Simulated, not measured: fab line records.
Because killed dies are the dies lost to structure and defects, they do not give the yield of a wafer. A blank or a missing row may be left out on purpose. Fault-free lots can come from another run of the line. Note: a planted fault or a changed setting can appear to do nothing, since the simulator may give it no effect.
Matching of chambers    flow sky130    pecvd-02 running SKY_CAPM_CVD_00: 3 sister chambers
The step deposits SiO2, target thk 15.5 nm. 14 wafers are shown with their chamber, then 7 later ones without.

EACH WAFER AND ITS CHAMBER
wafer   chamber  heaterPowerW (W)
L332.3  0        690
L332.4  2        838
L332.5  1        807
L333.1  2        870
L333.2  0        657
L333.6  1        731
L335.1  1        838
L335.2  0        686
L335.3  2        764
L343.1  1        813
L343.2  2        778
L343.6  1        821
L344.2  0        618
L344.4  1        677

SIGNATURES, as means of the wafers listed above
reading       chamber 0  chamber 1  chamber 2  scatter within a chamber
heaterPowerW  662.75     781.17     812.50     52.8
Rule: distance of a wafer from a chamber = root of the sum over the readings of ((wafer's reading minus chamber's mean) / reading's scatter) squared. If the next closest chamber is less than 2 further off than the closest, the wafer can't be placed; otherwise it belongs to the closest. How the scatter is found: for the shown wafers, subtract from each reading the mean of its chamber, square and add these, divide the total by (wafers less chambers), then take the root.

WAFERS WHOSE CHAMBER IS MISSING
wafer   heaterPowerW (W)
L344.5  875
L347.1  702
L347.5  711
L347.6  713
L351.1  814
L351.4  702
L351.5  713

WHICH CHAMBER EACH ONE RAN IN
wafer   from the rows above           in truth
L344.5  can't be placed: 2 or 1       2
L347.1  can't be placed: 0 or 1 or 2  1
L347.5  can't be placed: 0 or 1 or 2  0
L347.6  can't be placed: 0 or 1 or 2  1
L351.1  can't be placed: 2 or 1       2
L351.4  can't be placed: 0 or 1 or 2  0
L351.5  can't be placed: 0 or 1 or 2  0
Placed correctly: 0 of 7. From these rows, 7 cannot be placed; in 7 the true chamber is one of the candidates. Wrongly placed: 0.
